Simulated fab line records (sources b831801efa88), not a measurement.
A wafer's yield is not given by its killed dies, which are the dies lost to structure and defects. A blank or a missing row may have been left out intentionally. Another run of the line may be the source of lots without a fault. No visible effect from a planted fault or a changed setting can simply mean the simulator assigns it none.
Which of the tools did it? || flow sky130 || 9 lots, 27 wafers sampled, at 2 steps of a route of 708

WHAT THE GAUGES READ, wafer by wafer
SKY_LOCAL_INTERCONNECT_THK_MEAS_02: measures by xrf. Usual: LOCAL_INTERCONNECT_TIN_THK 99.7 nm, standard deviation 1.2.
{"lot": "L417", "measured": "day 29 05:48", "on": "filmMetro-03", "LOCAL_INTERCONNECT_TIN_THK (nm)": "98.4 98.7 100.1", "flag": ""}
{"lot": "L418", "measured": "day 29 12:42", "on": "filmMetro-01", "LOCAL_INTERCONNECT_TIN_THK (nm)": "100.1 100.5 99.9", "flag": ""}
{"lot": "L421", "measured": "day 30 14:19", "on": "filmMetro-04", "LOCAL_INTERCONNECT_TIN_THK (nm)": "100.5 101.2 100.5", "flag": ""}
{"lot": "L427", "measured": "day 33 03:38", "on": "filmMetro-04", "LOCAL_INTERCONNECT_TIN_THK (nm)": "99.7 98.2 99.8", "flag": ""}
{"lot": "L428", "measured": "day 33 13:52", "on": "filmMetro-04", "LOCAL_INTERCONNECT_TIN_THK (nm)": "100.2 99.1 99.6", "flag": ""}
{"lot": "L431", "measured": "day 34 00:00", "on": "filmMetro-04", "LOCAL_INTERCONNECT_TIN_THK (nm)": "102.4 100.9 99.8", "flag": ""}
{"lot": "L438", "measured": "day 36 04:14", "on": "filmMetro-03", "LOCAL_INTERCONNECT_TIN_THK (nm)": "100.5 100.2 100.2", "flag": ""}
{"lot": "L439", "measured": "day 36 06:48", "on": "filmMetro-01", "LOCAL_INTERCONNECT_TIN_THK (nm)": "101.6 101.1 100.5", "flag": ""}
{"lot": "L440", "measured": "day 36 21:31", "on": "filmMetro-01", "LOCAL_INTERCONNECT_TIN_THK (nm)": "99.2 99.1 98.9", "flag": ""}

EACH LOT AND THE TOOL THAT RAN IT (in order: tool; ch and the chambers of the sampled wafers; start)
{"lot": "L417", "SKY_GATE_OXIDE_OXIDATION_16": "furnace-02 ch 0, day 13 22:13"}
{"lot": "L418", "SKY_GATE_OXIDE_OXIDATION_16": "furnace-02 ch 0, day 14 05:37"}
{"lot": "L421", "SKY_GATE_OXIDE_OXIDATION_16": "furnace-02 ch 0, day 15 07:39"}
{"lot": "L427", "SKY_GATE_OXIDE_OXIDATION_16": "furnace-01 ch 0, day 17 21:43"}
{"lot": "L428", "SKY_GATE_OXIDE_OXIDATION_16": "furnace-01 ch 0, day 18 06:40"}
{"lot": "L431", "SKY_GATE_OXIDE_OXIDATION_16": "furnace-02 ch 0, day 19 00:20"}
{"lot": "L438", "SKY_GATE_OXIDE_OXIDATION_16": "furnace-01 ch 0, day 21 12:44"}
{"lot": "L439", "SKY_GATE_OXIDE_OXIDATION_16": "furnace-01 ch 0, day 21 16:52"}
{"lot": "L440", "SKY_GATE_OXIDE_OXIDATION_16": "furnace-02 ch 0, day 22 09:29"}
- SKY_GATE_OXIDE_OXIDATION_16: stabilise 600 s, purge 300 s, target thk 3.57 nm.

WHAT THE TOOLS THEMSELVES READ (means of the sampled wafers that have a number; where no wafer has one, the mark that the record gives instead)
SKY_GATE_OXIDE_OXIDATION_16. Usual: spikeTcBottomC 817.1 C, standard deviation 1.7; spikeTcCentreC 800.3 C, standard deviation 1.7; spikeTcLowerC 799.8 C, standard deviation 1.1; spikeTcUpperC 799.4 C, standard deviation 0.95; tubeCenterTempC 800 C, standard deviation 0.068; tube_center_temp_C_max 802.0, standard deviation 0.31; zonePowerTopPct 28 %, standard deviation 3.3.
{"lot": "L417", "tool": "furnace-02", "spikeTcBottomC (C)": 817.9, "spikeTcCentreC (C)": 801.7, "spikeTcLowerC (C)": 799.3, "spikeTcUpperC (C)": 800.3, "tubeCenterTempC (C)": 800, "tube_center_temp_C_max": 801.7, "zonePowerTopPct (%)": 24, "flag": ""}
{"lot": "L418", "tool": "furnace-02", "spikeTcBottomC (C)": 819.3, "spikeTcCentreC (C)": 802.0, "spikeTcLowerC (C)": 800.3, "spikeTcUpperC (C)": 799.7, "tubeCenterTempC (C)": 800, "tube_center_temp_C_max": 802.2, "zonePowerTopPct (%)": 24, "flag": ""}
{"lot": "L421", "tool": "furnace-02", "spikeTcBottomC (C)": 818.8, "spikeTcCentreC (C)": 800.9, "spikeTcLowerC (C)": 800.0, "spikeTcUpperC (C)": 800.8, "tubeCenterTempC (C)": 800, "tube_center_temp_C_max": 801.9, "zonePowerTopPct (%)": 24, "flag": ""}
{"lot": "L427", "tool": "furnace-01", "spikeTcBottomC (C)": 821.5, "spikeTcCentreC (C)": 806.0, "spikeTcLowerC (C)": 805.5, "spikeTcUpperC (C)": 805.3, "tubeCenterTempC (C)": 806, "tube_center_temp_C_max": 808.4, "zonePowerTopPct (%)": 32, "flag": "OFF"}
{"lot": "L428", "tool": "furnace-01", "spikeTcBottomC (C)": 821.4, "spikeTcCentreC (C)": 806.6, "spikeTcLowerC (C)": 806.0, "spikeTcUpperC (C)": 805.8, "tubeCenterTempC (C)": 806, "tube_center_temp_C_max": 808.2, "zonePowerTopPct (%)": 32, "flag": "OFF"}
{"lot": "L431", "tool": "furnace-02", "spikeTcBottomC (C)": 818.5, "spikeTcCentreC (C)": 802.0, "spikeTcLowerC (C)": 799.1, "spikeTcUpperC (C)": 799.8, "tubeCenterTempC (C)": 800, "tube_center_temp_C_max": 801.7, "zonePowerTopPct (%)": 24, "flag": ""}
{"lot": "L438", "tool": "furnace-01", "spikeTcBottomC (C)": 814.8, "spikeTcCentreC (C)": 797.8, "spikeTcLowerC (C)": 799.9, "spikeTcUpperC (C)": 798.4, "tubeCenterTempC (C)": 800, "tube_center_temp_C_max": 801.9, "zonePowerTopPct (%)": 31, "flag": ""}
{"lot": "L439", "tool": "furnace-01", "spikeTcBottomC (C)": 817.0, "spikeTcCentreC (C)": 799.8, "spikeTcLowerC (C)": 799.5, "spikeTcUpperC (C)": 799.5, "tubeCenterTempC (C)": 800, "tube_center_temp_C_max": 801.7, "zonePowerTopPct (%)": 31, "flag": ""}
{"lot": "L440", "tool": "furnace-02", "spikeTcBottomC (C)": 817.6, "spikeTcCentreC (C)": 801.3, "spikeTcLowerC (C)": 799.3, "spikeTcUpperC (C)": 799.8, "tubeCenterTempC (C)": 800, "tube_center_temp_C_max": 802.2, "zonePowerTopPct (%)": 24, "flag": ""}

THE ANSWER, worked out from the rows above alone
Rule: a lot counts as off when the mean over its wafers that have a number is more than 3 standard deviations away from the usual mean. Also off: a lot with no number at a reading for which 4 or more lots have one. Where the step has rows for the other lots, those lots are counted as sound. The gauges are gone through in route order, then the tools' own readings, and for those a lot's mean is taken as printed above. The first step at which some lot is off is used, and at that step the reading that is off furthest; a lot without a number counts as furthest.
Off: L427, L428, at SKY_GATE_OXIDE_OXIDATION_16 (tubeCenterTempC).
A tool fits if, at that step or a process step before it, it ran every lot that is off, and no sound lot after the first of them. No candidate that was tried fits.

WHAT THE SIMULATOR PUT IN
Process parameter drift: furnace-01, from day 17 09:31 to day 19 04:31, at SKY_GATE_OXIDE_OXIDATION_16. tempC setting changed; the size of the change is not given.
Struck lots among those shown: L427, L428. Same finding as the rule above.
